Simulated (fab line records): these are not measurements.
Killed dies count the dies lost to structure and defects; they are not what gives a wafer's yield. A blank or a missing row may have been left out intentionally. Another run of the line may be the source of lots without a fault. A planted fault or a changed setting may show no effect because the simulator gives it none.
fab line records | flow sfq_line
record: lots: 6 wafers: 18 last_day: 83
route steps=325 shown INCOMING@1 L0@3 L0V@16 M0@28 M8@325
lots with no fault: from the same line, run without faults
start_h: hours from the record's opening day to when the first of the lot's shown wafers began | wait_h: hours since the lot's step before | " repeats the value in the row above | L1.1+2: one row covering several wafers at once | - no value, or no start was given | * or withheld: withheld | < > ~ a bound
route shown NAME@n: a module of which the file shows steps, and the number in the route of the first | usual: the fault-free wafers' mean and standard deviation | same: alike in all rows | chamber/n: place in a boat | sites: each site's reading | _std_site: standard deviation across them | _edge_site: outer sites' mean less inner sites' | radius_mm: for every site, how far away it sits from the centre of the wafer | mask NAME#n: copy n | behind: tool/chamber where the wafer was last shaped | hold: why the lot was held/for how many hours/how that ended | device: the n, p or np transistor that did not switch | end of line: at the end of the route, the tests of the same wafers | a step without rows: its recipe alone | killed: dies that structure and defects cost at the first sort, which is not the same as the wafer's yield | map: the dies of a wafer, with x for killed, . for not killed, _ for no die there
set.NAME: the setting the step ran with; set.NAME@STEP: the setting that earlier step ran with | model.NAME: the simulator's own value behind a step, which no gauge read
certain route steps with their lots: each step a table, each wafer a row
services: when a tool's chamber went out of use (start_h, in hours from the record's first day, below 0 if earlier), for how many hours, and the reason
== steps ==
step: SFQ_INCOMING_BOW_MEAS_900
recipe: mode: bow
usual: INCOMING_BOW: 1/5.8
columns lot.wafer tool chamber start_h wait_h INCOMING_BOW[um]
L626.2 film_metro-01 - 20.02 - -9
L626.5 " - " " -2
L626.6 " - " " -2
L630.1 film_metro-01 - 40.00 - 1
L630.2 " - " " -2
L630.5 " - " " 3
L631.2 film_metro-02 - 45.02 - 3
L631.4 " - " " -6
L631.6 " - " " -2
L632.1 film_metro-04 - 50.00 - 4
L632.4 " - " " -3
L632.5 " - " " 10
L642.1 film_metro-04 - 100.00 - -5
L642.5 " - " " 6
L642.6 " - " " 2
L647.2 film_metro-04 - 125.02 - 0
L647.5 " - " " -2
L647.6 " - " " 4
step: SFQ_TRILAYER_INCOMING_OXIDATION_002
recipe: temp_c: 1000 ambient: H2O target_thk_a: 5000 p_h2o_torr: 720 ox_time_s: 4939
step: SFQ_TRILAYER_L0_DEP_SPUTTER_003
recipe: material: MoNx_KI base_pressure_pa: 1.33e-06 target_thk_nm: 40 power_w: 800 time_s: 100 chamber_pressure_pa: 0.4
usual: cathode_dc_power_W: 800.02/0.14 throttle_valve_pct: 29.9/1.1
columns lot.wafer tool chamber start_h wait_h cathode_dc_power_W throttle_valve_pct model.MoNx_KI_of_TRILAYER_L0_DEP_SPUTTER_003.thk_nm
L626.2 pvd_sputter-05 - 22.49 0.0 799.94 30.0 40.25
L626.5 " - " " 800.26 30.1 40.44
L626.6 " - " " 800.05 29.0 40.39
L630.1 pvd_sputter-06 - 42.49 0.0 799.95 30.8 39.57
L630.2 " - " " 800.02 28.1 40.05
L630.5 " - " " 800.13 28.6 40.43
L631.2 pvd_sputter-06 - 47.49 0.0 988.04 27.9 48.56
L631.4 " - " " 988.12 28.9 49.54
L631.6 " - " " 988.09 28.1 48.83
L632.1 pvd_sputter-06 - 52.49 0.0 988.09 28.9 50.51
L632.4 " - " " 988.23 30.4 49.38
L632.5 " - " " 987.96 28.2 50.2
L642.1 pvd_sputter-03 - 102.49 0.0 799.89 30.5 39.98
L642.5 " - " " 799.90 31.6 40.11
L642.6 " - " " 799.97 30.2 40.1
L647.2 pvd_sputter-06 - 127.49 0.0 799.80 28.8 40.46
L647.5 " - " " 800.11 28.2 40.3
L647.6 " - " " 800.07 31.1 40.16
step: SFQ_L0_RS_MEAS_901
recipe: thk_meas_gauge: four-point-probe reads: MoNx_KI_of_TRILAYER_L0_DEP_SPUTTER_003
usual: L0_MONX_KI_RS: 43.4/0.52
columns lot.wafer tool chamber start_h wait_h L0_MONX_KI_RS[ohm/sq]
L626.2 film_metro-04 - 22.58 0.1 43.2
L626.5 " - " " 43.0
L626.6 " - " " 43.1
L630.1 film_metro-03 - 42.56 0.0 44.1
L630.2 " - " " 43.5
L630.5 " - " " 43.2
L631.2 film_metro-01 - 47.58 0.1 35.9
L631.4 " - " " 35.2
L631.6 " - " " 35.7
L632.1 film_metro-01 - 52.56 0.0 34.6
L632.4 " - " " 35.3
L632.5 " - " " 34.7
L642.1 film_metro-04 - 102.56 0.0 43.4
L642.5 " - " " 43.4
L642.6 " - " " 43.3
L647.2 film_metro-04 - 127.58 0.1 43.0
L647.5 " - " " 43.2
L647.6 " - " " 43.4
step: SFQ_L0_THK_MEAS_902
recipe: thk_meas_gauge: xrf reads: MoNx_KI_of_TRILAYER_L0_DEP_SPUTTER_003
usual: L0_MONX_KI_THK: 40.0/0.5
columns lot.wafer tool chamber start_h wait_h L0_MONX_KI_THK[nm]
L626.2 film_metro-04 - 22.69 0.1 40.0
L626.5 " - " " 40.3
L626.6 " - " " 40.3
L630.1 film_metro-03 - 42.68 0.1 39.2
L630.2 " - " " 39.7
L630.5 " - " " 40.2
L631.2 film_metro-01 - 47.69 0.1 48.7
L631.4 " - " " 49.6
L631.6 " - " " 48.8
L632.1 film_metro-01 - 52.68 0.1 50.2
L632.4 " - " " 49.3
L632.5 " - " " 50.3
L642.1 film_metro-04 - 102.68 0.1 40.0
L642.5 " - " " 39.9
L642.6 " - " " 39.9
L647.2 film_metro-04 - 127.69 0.1 40.3
L647.5 " - " " 40.1
L647.6 " - " " 40.0
step: SFQ_TRILAYER_L0_LITHO_COAT_010
recipe: resist: BARC spin_rpm: 3000 resist_thk_nm: 62
step: SFQ_TRILAYER_L0_LITHO_COAT_005
recipe: resist: KrF spin_rpm: 3000 resist_thk_nm: 600
step: SFQ_TRILAYER_L0_LITHO_SOFTBAKE_009
recipe: temp_c: withheld time_s: withheld resist: KrF
step: SFQ_TRILAYER_L0_LITHO_EXPOSE_006
recipe: mask_id: L0 na: 0.6 source_shape: conventional sigma_outer: 0.65 target_cd_nm: 2000 dose_mj: 14.4
step: SFQ_TRILAYER_L0_LITHO_PEB_008
recipe: peb_temp_c: 115 peb_time_s: 60 resist: KrF
step: SFQ_TRILAYER_L0_LITHO_DEVELOP_007
recipe: time_s: 60 resist: KrF
step: SFQ_TRILAYER_L0_BARC_OPEN_METAL_ETCH_010
recipe: mask_material: PR chemistry: O2 target_depth_nm: 125 target: BARC icp_w: 600 bias_w: 80 pressure_mtorr: 10 time_s: 41.7
usual: chamber_pressure_mTorr: 10.001/0.0096 drypump_motor_current_A: 5.8/0.56 oes_product_au: 0.685/0.0044
columns lot.wafer tool chamber start_h wait_h chamber_pressure_mTorr drypump_motor_current_A oes_product_au rf_hours_counter_h
L626.2 rie_metal-01 0 91.22 0.1 9.998 5.9 0.687 78
L626.5 " 1 " " 10.024 6.0 0.686 -
L626.6 " 0 " " 10.018 5.9 0.687 -
L630.1 rie_metal-01 0 116.98 0.1 10.014 5.9 0.681 82
L630.2 " 1 " " 10.003 6.1 0.689 136
L630.5 " 0 " " 9.989 5.8 0.678 -
L631.2 rie_metal-02 1 121.78 0.1 9.991 6.0 0.682 85
L631.4 " 0 " " 9.996 4.8 0.691 -
L631.6 " 0 " " 10.014 4.9 0.680 -
L632.1 rie_metal-01 0 125.38 0.1 9.990 5.8 0.681 83
L632.4 " 0 " " 9.998 5.9 0.694 -
L632.5 " 0 " " 9.993 5.9 0.689 -
L642.1 rie_metal-01 1 181.71 0.1 10.002 6.0 0.682 149
L642.5 " 0 " " 10.000 5.8 0.688 -
L642.6 " 1 " " 10.001 6.1 0.691 -
L647.2 rie_metal-03 1 215.79 0.1 9.988 6.4 0.694 -
L647.5 " 1 " " 9.983 6.4 0.685 -
L647.6 " 1 " " 10.003 6.4 0.678 -
step: SFQ_TRILAYER_L0_ETCH_METAL_ETCH_008
recipe: target: MoNx_KI stop_on: SiO2 mask_material: PR chemistry: SF6/O2 target_depth_nm: 50 icp_w: 600 bias_w: 80 pressure_mtorr: 10 time_s: 25
usual: chamber_pressure_mTorr: 10.000/0.01 drypump_motor_current_A: 5.8/0.56 oes_product_au: 0.875/0.0075
columns lot.wafer tool chamber start_h wait_h chamber_pressure_mTorr drypump_motor_current_A oes_product_au rf_hours_counter_h
L626.2 rie_metal-01 0 91.27 0.0 10.002 5.9 0.874 78
L626.5 " 1 " " 10.021 6.0 0.879 -
L626.6 " 0 " " 9.992 5.9 0.883 -
L630.1 rie_metal-01 0 117.04 0.0 9.987 5.8 0.870 82
L630.2 " 1 " " 9.998 6.1 0.867 136
L630.5 " 0 " " 10.005 5.9 0.883 -
L631.2 rie_metal-02 1 121.84 0.0 9.999 6.0 0.975 85
L631.4 " 0 " " 10.002 4.8 0.988 -
L631.6 " 0 " " 10.006 4.8 0.976 -
L632.1 rie_metal-01 0 125.44 0.0 9.992 5.9 1.000 83
L632.4 " 0 " " 10.006 5.9 0.987 -
L632.5 " 0 " " 10.019 5.8 0.996 -
L642.1 rie_metal-01 1 181.77 0.0 9.999 6.1 0.878 149
L642.5 " 0 " " 9.992 5.9 0.873 -
L642.6 " 1 " " 10.011 6.1 0.869 -
L647.2 rie_metal-03 1 215.90 0.1 9.987 6.4 0.875 -
L647.5 " 1 " " 9.997 6.4 0.875 -
L647.6 " 1 " " 9.982 6.4 0.876 -
step: SFQ_TRILAYER_L0_STRIP_STRIP_009
recipe: gas: O2 power_w: 200 platen_temp_c: 40 overash_fraction: 0.65 chemistry: O2 pressure_mtorr: 50
usual: chamber_pressure_mTorr: 50.00/0.047 drypump_motor_current_A: 5.8/0.56 oes_product_au: 0.997/0.0091
columns lot.wafer tool chamber start_h wait_h chamber_pressure_mTorr drypump_motor_current_A oes_product_au rf_hours_counter_h
L626.2 rie_metal-01 0 91.32 0.0 50.03 5.8 0.991 78
L626.5 " 1 " " 50.01 6.0 0.993 -
L626.6 " 0 " " 50.04 5.9 0.998 -
L630.1 rie_metal-01 0 117.09 0.0 50.02 5.9 1.015 82
L630.2 " 1 " " 49.92 6.0 0.996 136
L630.5 " 0 " " 49.98 5.9 1.010 -
L631.2 rie_metal-02 1 121.89 0.0 49.98 6.0 1.001 85
L631.4 " 0 " " 50.02 4.8 1.006 -
L631.6 " 0 " " 50.00 4.8 1.009 -
L632.1 rie_metal-01 0 125.49 0.0 49.93 5.9 1.009 83
L632.4 " 0 " " 49.96 5.8 1.004 -
L632.5 " 0 " " 49.97 5.8 1.006 -
L642.1 rie_metal-01 1 181.81 0.0 49.95 6.1 0.997 149
L642.5 " 0 " " 50.02 5.8 1.001 -
L642.6 " 1 " " 50.01 6.1 0.999 -
L647.2 rie_metal-03 1 216.18 0.3 49.98 6.4 0.978 -
L647.5 " 1 " " 50.02 6.4 0.985 -
L647.6 " 1 " " 49.91 6.4 0.981 -
step: SFQ_TRILAYER_L0_STRIP_SOLV_CLEAN_010
recipe: chemistry: NMP temp_c: 70 time_s: 600
step: SFQ_TRILAYER_L0_CAP_PECVD_011
recipe: material: SiO2 temp_c: 150 time_s: 13.333 pressure_torr: 2.4 rf_w: 183.3 precursor: SiH4/N2O target_thk_nm: 60
usual: heater_power_w: 81/20 throttle_valve_pct: 24.1/0.97
columns lot.wafer tool chamber start_h wait_h heater_power_w throttle_valve_pct
L626.2 pecvd-04 2 92.10 0.0 110 23.4
L626.5 " 2 " " 109 23.4
L626.6 " 0 " " 49 24.2
L630.1 pecvd-03 1 118.04 0.0 78 23.4
L630.2 " 2 " " 80 24.3
L630.5 " 2 " " 80 24.4
L631.2 pecvd-04 1 122.66 0.0 128 24.0
L631.4 " 2 " " 108 23.5
L631.6 " 1 " " 128 23.7
L632.1 pecvd-03 1 126.26 0.0 82 23.3
L632.4 " 1 " " 83 23.5
L632.5 " 0 " " 57 22.6
L642.1 pecvd-01 1 182.59 0.0 84 26.4
L642.5 " 2 " " 78 24.2
L642.6 " 0 " " 80 25.3
L647.2 pecvd-03 2 217.36 0.0 79 24.7
L647.5 " 1 " " 75 23.8
L647.6 " 2 " " 81 25.1
step: SFQ_TRILAYER_L0_VIA_LITHO_COAT_018
recipe: resist: BARC spin_rpm: 3000 resist_thk_nm: 62
step: SFQ_TRILAYER_L0_VIA_LITHO_COAT_013
recipe: resist: KrF spin_rpm: 3000 resist_thk_nm: 650
step: SFQ_TRILAYER_L0_VIA_LITHO_SOFTBAKE_017
recipe: temp_c: withheld time_s: withheld resist: KrF
step: SFQ_TRILAYER_L0_VIA_LITHO_EXPOSE_014
recipe: mask_id: L0V na: 0.6 source_shape: conventional sigma_outer: 0.65 target_cd_nm: 700 dose_mj: 21.3
step: SFQ_TRILAYER_L0_VIA_LITHO_PEB_016
recipe: peb_temp_c: 115 peb_time_s: 60 resist: KrF
step: SFQ_TRILAYER_L0_VIA_LITHO_DEVELOP_015
recipe: time_s: 60 resist: KrF
step: SFQ_L0V_OVL_MEAS_903
usual: L0V_OVL: 1/4.3
columns lot.wafer tool chamber start_h wait_h L0V_OVL[nm]
L626.2 overlay-01 - 168.39 0.1 7
L626.5 " - " " 1
L626.6 " - " " 2
L630.1 overlay-02 - 204.51 0.1 -1
L630.2 " - " " -2
L630.5 " - " " -5
L631.2 overlay-02 - 210.97 0.1 5
L631.4 " - " " 7
L631.6 " - " " 3
L632.1 overlay-01 - 214.57 0.1 -3
L632.4 " - " " 1
L632.5 " - " " 5
L642.1 overlay-01 - 263.30 0.1 1
L642.5 " - " " 1
L642.6 " - " " -7
L647.2 overlay-02 - 299.31 0.1 5
L647.5 " - " " 5
L647.6 " - " " 3
step: SFQ_TRILAYER_L0_VIA_BARC_OPEN_VIA_ETCH_021
recipe: mask_material: PR chemistry: O2 target_depth_nm: 125 target: BARC source_w: 500 bias_w: 80 pressure_mtorr: 30 time_s: 41.7
usual: chamber_pressure_mTorr: 29.998/0.029 drypump_motor_current_A: 5.7/0.49 oes_product_au: 0.685/0.0051
columns lot.wafer tool chamber start_h wait_h chamber_pressure_mTorr drypump_motor_current_A oes_product_au rf_hours_counter_h
L626.2 rie_diel-02 0 168.42 0.0 30.044 4.8 0.696 128
L626.5 " 0 " " 30.092 4.8 0.685 -
L626.6 " 3 " " 30.017 6.2 0.691 -
L630.1 rie_diel-02 3 204.55 0.0 29.992 6.2 0.680 27
L630.2 " 2 " " 30.057 5.2 0.680 0
L630.5 " 3 " " 29.995 6.2 0.694 -
L631.2 rie_diel-03 1 211.00 0.0 29.977 5.6 0.681 77
L631.4 " 0 " " 29.998 5.2 0.676 4
L631.6 " 0 " " 29.977 5.2 0.681 -
L632.1 rie_diel-04 3 214.60 0.0 29.968 5.6 0.694 2
L632.4 " 0 " " 29.959 5.5 0.684 1
L632.5 " 3 " " 29.984 5.6 0.691 -
L642.1 rie_diel-03 2 263.34 0.0 30.022 6.1 0.684 89
L642.5 " 2 " " 30.013 6.1 0.679 -
L642.6 " 3 " " 29.961 6.2 0.688 -
L647.2 rie_diel-04 2 299.34 0.0 29.958 6.2 0.687 95
L647.5 " 0 " " 30.007 5.5 0.694 -
L647.6 " 2 " " 29.973 6.2 0.686 -
step: SFQ_TRILAYER_L0_VIA_ETCH_VIA_ETCH_016
recipe: target: SiO2 stop_on: MoNx_KI mask_material: PR chemistry: CHF3 target_depth_nm: 80 source_w: 500 bias_w: 80 pressure_mtorr: 30 time_s: withheld
usual: chamber_pressure_mTorr: 30.003/0.024 drypump_motor_current_A: 5.7/0.49 oes_product_au: 0.844/0.0073
columns lot.wafer tool chamber start_h wait_h chamber_pressure_mTorr drypump_motor_current_A oes_product_au
L626.2 rie_diel-02 0 168.46 0.0 29.975 4.8 0.849
L626.5 " 0 " " 30.017 4.8 0.841
L626.6 " 3 " " 30.019 6.1 0.844
L630.1 rie_diel-02 3 204.59 0.0 29.989 6.1 0.847
L630.2 " 2 " " 29.970 5.3 0.837
L630.5 " 3 " " 29.985 6.2 0.850
L631.2 rie_diel-03 1 211.04 0.0 30.020 5.6 0.838
L631.4 " 0 " " 29.980 5.1 0.846
L631.6 " 0 " " 29.973 5.2 0.851
L632.1 rie_diel-04 3 214.64 0.0 30.015 5.6 0.853
L632.4 " 0 " " 30.024 5.4 0.852
L632.5 " 3 " " 29.964 5.6 0.848
L642.1 rie_diel-03 2 263.38 0.0 30.002 6.1 0.848
L642.5 " 2 " " 29.958 6.1 0.843
L642.6 " 3 " " 30.003 6.2 0.851
L647.2 rie_diel-04 2 299.38 0.0 30.009 6.2 0.831
L647.5 " 0 " " 30.009 5.4 0.849
L647.6 " 2 " " 29.929 6.2 0.842
step: SFQ_TRILAYER_L0_VIA_STRIP_STRIP_017
recipe: gas: O2 power_w: 200 platen_temp_c: 40 overash_fraction: 0.65 chemistry: O2 pressure_mtorr: 50
step: SFQ_TRILAYER_L0_VIA_STRIP_SOLV_CLEAN_018
recipe: chemistry: NMP temp_c: 70 time_s: 600
step: SFQ_TRILAYER_M0_DEP_PRE_CLEAN_020
recipe: gas: Ar time_s: 15 bias_v: 250
step: SFQ_TRILAYER_M0_DEP_SPUTTER_019
recipe: material: Nb base_pressure_pa: 1.33e-06 chamber_pressure_pa: 0.1333 substrate_temp_c: 20 resputter_cathode_voltage_v: 400 target_thk_nm: 200 power_w: 2000 time_s: 133.3
step: SFQ_M0_RS_MEAS_904
recipe: thk_meas_gauge: four-point-probe reads: Nb_of_TRILAYER_M0_DEP_SPUTTER_019
usual: M0_NB_RS: 0.888/0.012
columns lot.wafer tool chamber start_h wait_h M0_NB_RS[ohm/sq]
L626.2 film_metro-02 - 170.02 0.1 0.889
L626.5 " - " " 0.904
L626.6 " - " " 0.886
L630.1 film_metro-03 - 205.54 0.0 0.894
L630.2 " - " " 0.899
L630.5 " - " " 0.891
L631.2 film_metro-02 - 212.02 0.1 0.882
L631.4 " - " " 0.889
L631.6 " - " " 0.889
L632.1 film_metro-01 - 215.60 0.0 0.907
L632.4 " - " " 0.896
L632.5 " - " " 0.899
L642.1 film_metro-02 - 264.49 0.0 0.892
L642.5 " - " " 0.884
L642.6 " - " " 0.871
L647.2 film_metro-01 - 300.95 0.1 0.909
L647.5 " - " " 0.902
L647.6 " - " " 0.900
step: SFQ_TRILAYER_M0_LITHO_COAT_026
recipe: resist: BARC spin_rpm: 3000 resist_thk_nm: 62
step: SFQ_M8_BOW_MEAS_951
recipe: mode: bow
usual: M8_BOW: 10/11
columns lot.wafer tool chamber start_h wait_h M8_BOW[um] model.etest.l0v.link_ohm model.etest.l0.ohm_sq model.etest.l0.ohm_um
L626.2 film_metro-02 - 1816.92 0.0 -9 44.2 43.28 21.63
L626.5 " - " " -4 44 43.07 21.54
L626.6 " - " " -3 44.04 43.12 21.55
L630.1 film_metro-02 - 1824.12 0.0 11 44.94 44.02 22.01
L630.2 " - " " 10 44.42 43.49 21.77
L630.5 " - " " 13 44.01 43.09 21.55
L631.2 film_metro-02 - 1829.05 0.0 8 36.78 35.87 17.95
L631.4 " - " " -1 36.08 35.16 17.57
L631.6 " - " " 3 36.59 35.67 17.83
L632.1 film_metro-03 - 1836.23 0.0 18 35.42 34.48 17.23
L632.4 " - " " 9 36.2 35.28 17.63
L632.5 " - " " 23 35.62 34.7 17.34
L642.1 film_metro-02 - 1895.09 0.0 -7 44.49 43.56 21.81
L642.5 " - " " 5 44.34 43.43 21.71
L642.6 " - " " 2 44.34 43.44 21.73
L647.2 film_metro-03 - 1986.40 0.0 2 43.99 43.05 21.49
L647.5 " - " " 1 44.15 43.22 21.57
L647.6 " - " " 8 44.3 43.37 21.66
== services ==
columns tool chamber start_h hours kind
rie_diel-02 2 4.84 11.5 repair
pecvd-03 - 5.43 2.8 pm
rie_diel-04 0 10.46 9.4 repair
rie_diel-04 - 27.31 0.2 repair
rie_diel-03 2 46.26 5.4 repair
rie_metal-02 - 47.64 1.4 pm
pvd_sputter-06 - 49.47 1.5 repair
rie_diel-03 1 49.58 7.6 repair
rie_diel-02 3 51.06 10.4 repair
rie_diel-02 2 80.40 8.7 repair
rie_metal-03 0 102.60 143.8 repair
rie_diel-03 1 103.54 21.3 repair
rie_metal-01 - 112.10 2.8 pm
pecvd-03 - 176.44 0.4 repair
rie_metal-02 1 211.05 1.7 repair
rie_metal-01 1 216.92 7.1 repair
rie_metal-02 - 227.32 28.1 pm
pvd_sputter-06 - 229.89 3.0 repair
rie_metal-01 - 235.00 0.5 repair
rie_diel-03 1 240.18 5.4 repair
rie_diel-02 - 247.11 0.3 repair
rie_diel-03 - 253.61 2.8 pm
rie_diel-03 - 265.67 1.1 repair
rie_diel-04 3 297.95 3.9 repair
== key ==
first_sign: step: SFQ_TRILAYER_L0_DEP_SPUTTER_003 reading: cathode_dc_power_W direction: up sigmas: 99+ usual: 800.02 struck: 988.09
effect: step: SFQ_L0_RS_MEAS_901 reading: L0_MONX_KI_RS direction: down sigmas: 16 usual: 43.4 struck: 35.2
effect: step: SFQ_L0_THK_MEAS_902 reading: L0_MONX_KI_THK direction: up sigmas: 19 usual: 40.0 struck: 49.5
effect: step: SFQ_TRILAYER_L0_ETCH_METAL_ETCH_008 reading: oes_product_au direction: up sigmas: 15 usual: 0.875 struck: 0.987
model_effect: step: SFQ_TRILAYER_L0_DEP_SPUTTER_003 value: MoNx_KI_of_TRILAYER_L0_DEP_SPUTTER_003.thk_nm without: 40.1 struck: 49.5
model_effect: step: SFQ_M8_BOW_MEAS_951 value: etest.l0v.link_ohm without: 44.37 struck: 36.12
met_at SFQ_TRILAYER_L0_DEP_SPUTTER_003
struck_wafers L631.2,L631.4,L631.6,L632.1,L632.4,L632.5
onset_between 42.49 47.49
fault: kind: process_parameter_drift tool: pvd_sputter-06 chamber: - onset_h: 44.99 steps: SFQ_TRILAYER_L0_DEP_SPUTTER_003 channel: power_w offset: 188.03 shape: step end_h: 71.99 acts_in: these_recipes_only stated: 800
